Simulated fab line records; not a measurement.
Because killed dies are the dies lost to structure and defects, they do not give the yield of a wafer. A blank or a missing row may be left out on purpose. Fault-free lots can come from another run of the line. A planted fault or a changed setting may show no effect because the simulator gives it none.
Which of the tools did it?    flow sky130    13 lots, 39 wafers sampled, at 4 steps of a route of 708

## WHAT THE GAUGES READ, wafer by wafer
SKY_METAL1_OVL_MEAS_16. Usual: METAL1_OVL gives 2 nm (standard deviation 6.1).
lot   measured      on          METAL1_OVL (nm)  flag
L910  day 32 10:07  overlay-01  7 2 7            
L912  day 33 04:01  overlay-02  5 7 2            
L915  day 35 06:41  overlay-01  -1 -4 10         
L914  day 35 10:17  overlay-02  -3 8 3           
L918  day 36 00:56  overlay-02  -3 8 -2          
L920  day 36 06:25  overlay-01  10 1 -4          
L926  day 37 22:58  overlay-02  3 4 3            
L927  day 38 00:54  overlay-02  3 6 5            
L929  day 38 15:16  overlay-02  -3 7 -1          
L930  day 39 05:40  overlay-01  -3 -17 -13       
L931  day 39 10:26  overlay-01  8 10 2           
L932  day 39 14:54  overlay-01  4 -2 5           
L933  day 39 20:59  overlay-01  5 -1 0           

SKY_METAL3_CD_MEAS_13: target cd 300 nm. Usual: cd nm reads 299.6 nm (standard deviation 1.6).
lot   measured      on         cd nm (nm)         flag
L910  day 38 05:46  cd sem-02  301.5 301.8 300.4  
L912  day 38 21:29  cd sem-02  300.8 301.0 301.1  
L915  day 40 20:05  cd sem-01  297.7 296.1 297.9  
L914  day 40 22:48  cd sem-02  298.2 297.9 298.1  
L918  day 41 13:36  cd sem-02  301.0 299.5 301.8  
L920  day 41 18:01  cd sem-02  300.0 300.7 300.1  
L926  day 43 07:37  cd sem-02  299.8 299.1 298.8  
L927  day 43 08:47  cd sem-02  297.8 297.1 297.8  
L929  day 43 21:10  cd sem-01  300.6 300.0 299.5  
L930  day 44 09:38  cd sem-01  302.8 304.5 303.6  
L931  day 44 15:14  cd sem-01  300.3 301.1 301.9  
L932  day 44 17:01  cd sem-01  301.4 300.5 301.8  
L933  day 44 23:04  cd sem-02  298.5 300.2 298.2  

## WHICH TOOL RAN EACH LOT (tool, then ch and the chambers of the sampled wafers, then the start)
lot   SKY_VIA2_SPUTTER_20           SKY_METAL3_SPUTTER_00
L910  pvd sputter-02, day 36 00:22  pvd sputter-04, day 36 01:02
L912  pvd sputter-02, day 36 16:57  pvd sputter-04, day 36 17:37
L915  pvd sputter-02, day 38 18:03  pvd sputter-01, day 38 18:43
L914  pvd sputter-01, day 38 20:57  pvd sputter-04, day 38 21:38
L918  pvd sputter-02, day 39 11:55  pvd sputter-03, day 39 12:35
L920  pvd sputter-02, day 39 16:24  pvd sputter-03, day 39 17:04
L926  pvd sputter-02, day 41 06:50  pvd sputter-03, day 41 07:31
L927  pvd sputter-04, day 41 07:56  pvd sputter-03, day 41 08:36
L929  pvd sputter-04, day 41 22:07  pvd sputter-01, day 41 22:47
L930  pvd sputter-01, day 42 10:55  pvd sputter-04, day 42 11:35
L931  pvd sputter-01, day 42 16:11  pvd sputter-04, day 42 16:51
L932  pvd sputter-02, day 42 18:47  pvd sputter-01, day 42 19:53
L933  pvd sputter-01, day 43 01:52  pvd sputter-03, day 43 02:32
- SKY_VIA2_SPUTTER_20: material TiN, target thk 20 nm, time 80 s.
- SKY_METAL3_SPUTTER_00: material Ti, target thk 15 nm, time 10 s.

## WHAT THE TOOLS THEMSELVES READ (means of the sampled wafers that have a number; where no wafer has one, the mark that the record gives instead)
SKY_VIA2_SPUTTER_20. Usual: cathode dc power W 4000.1 W, standard deviation 0.75; chamber pressure pa 4.999 Pa, standard deviation 0.012; throttle valve pct 29.8 %, standard deviation 0.99.
lot   tool            cathode dc power W (W)  chamber pressure pa (Pa)  throttle valve pct (%)  flag
L910  pvd sputter-02  4000.0                  4.995                     30.7                    
L912  pvd sputter-02  4000.3                  5.006                     30.5                    
L915  pvd sputter-02  4000.2                  4.994                     30.7                    
L914  pvd sputter-01  4000.6                  4.991                     29.7                    
L918  pvd sputter-02  4000.3                  4.999                     29.8                    
L920  pvd sputter-02  4000.2                  5.001                     29.9                    
L926  pvd sputter-02  3999.7                  5.002                     29.7                    
L927  pvd sputter-04  4000.1                  5.014                     29.2                    
L929  pvd sputter-04  3999.7                  5.001                     29.3                    
L930  pvd sputter-01  4001.1                  4.997                     29.2                    
L931  pvd sputter-01  4000.0                  4.995                     30.1                    
L932  pvd sputter-02  4000.1                  4.991                     31.4                    
L933  pvd sputter-01  4000.1                  5.000                     29.9                    

SKY_METAL3_SPUTTER_00. Usual: cathode dc power W 3000.0 W, standard deviation 0.58; chamber pressure pa 0.4001 Pa, standard deviation 0.00066; throttle valve pct 29.2 %, standard deviation 0.94.
lot   tool            cathode dc power W (W)  chamber pressure pa (Pa)  throttle valve pct (%)  flag
L910  pvd sputter-04  2999.9                  0.4000                    28.2                    
L912  pvd sputter-04  3000.1                  0.3998                    29.4                    
L915  pvd sputter-01  2999.4                  0.3997                    29.5                    
L914  pvd sputter-04  3000.6                  0.4000                    28.2                    
L918  pvd sputter-03  -                       -                         -                       OFF
L920  pvd sputter-03  -                       -                         -                       OFF
L926  pvd sputter-03  3000.1                  0.4008                    29.9                    
L927  pvd sputter-03  3000.1                  0.3998                    29.4                    
L929  pvd sputter-01  2999.7                  0.4005                    30.2                    
L930  pvd sputter-04  2999.9                  0.4002                    28.5                    
L931  pvd sputter-04  3000.1                  0.4005                    28.8                    
L932  pvd sputter-01  3000.1                  0.4002                    29.2                    
L933  pvd sputter-03  3000.2                  0.3997                    29.5                    

## THE ANSWER, worked out from the rows above alone
Rule: lot off if the mean of its wafers having a number is beyond 3 standard deviations from the usual mean. A lot without any number at a reading at which 4 lots or more have one is off too. The other lots that the step has rows for count as sound. The gauges are gone through in route order, then the tools' own readings, and for those a lot's mean is taken as printed above. At the first step where some lot is off, the reading lying furthest off is the one used; lots without a number count as furthest.
Off at SKY_METAL3_SPUTTER_00 (cathode dc power W): L918, L920. Without a number there: L918, L920.
If a tool, at that step or one of the process steps before it, ran each lot that is off and ran no sound lot following the first of them, it fits. Of those tried, none fits.

## WHAT HAD BEEN PUT IN BY THE SIMULATOR
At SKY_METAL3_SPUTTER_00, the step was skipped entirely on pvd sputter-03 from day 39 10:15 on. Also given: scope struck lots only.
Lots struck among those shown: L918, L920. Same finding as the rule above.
